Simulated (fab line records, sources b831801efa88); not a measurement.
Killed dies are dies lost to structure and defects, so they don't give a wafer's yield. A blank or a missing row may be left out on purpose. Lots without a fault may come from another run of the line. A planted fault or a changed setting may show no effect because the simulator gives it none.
Chamber matching | flow sky130 | SKY_VIA2_ETCH_15 on rie_diel-03: 4 sister chambers
The step etches SiO2 in C4F8/O2/Ar, stops on TiN, target depth 546 nm, time 84 s. 4 wafers are shown with their chamber, then 11 later ones without.

WAFERS WITH THEIR CHAMBER
wafer  | chamber | oes_product_au (a.u.)
L085.3 | 0       | 0.943
L088.3 | 3       | 0.938
L089.5 | 1       | 0.943
L091.2 | 2       | 0.933

WAFERS WITHOUT THEIR CHAMBER
wafer  | oes_product_au (a.u.)
L091.3 | 0.943
L091.5 | 0.943
L092.1 | 0.945
L092.2 | 0.942
L092.6 | 0.942
L093.1 | 0.936
L093.5 | 0.936
L093.6 | 0.939
L094.2 | 0.934
L094.4 | 0.938
L094.5 | 0.941

WHICH CHAMBER EACH WENT THROUGH
wafer  | from the rows above          | in truth
L091.3 | can't be placed: 0 or 1      | 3
L091.5 | can't be placed: 0 or 1      | 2
L092.1 | can't be placed: 0 or 1      | 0
L092.2 | can't be placed: 0 or 1      | 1
L092.6 | can't be placed: 0 or 1      | 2
L093.1 | can't be placed: 3 or 2      | 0
L093.5 | can't be placed: 3 or 2      | 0
L093.6 | 3                            | 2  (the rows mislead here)
L094.2 | 2                            | 2
L094.4 | 3                            | 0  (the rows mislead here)
L094.5 | can't be placed: 0 or 1 or 3 | 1
Placed correctly: 1 of 11. Can't be placed from these rows: 8 (the true chamber is among the candidates in 3). Placed wrongly: 2.
How it was worked out, from the rows above alone: a wafer's distance from a chamber is the root of the sum, over the readings, of the square of ((its reading less the chamber's mean) divided by the reading's scatter). The wafer belongs to the nearest chamber; if the next one is less than 2 further off, it can't be placed. A chamber's mean is the mean of its shown wafers. The scatter: with one shown wafer a chamber, the root of the mean of the squares of how far each hidden wafer lies from its nearest shown one.
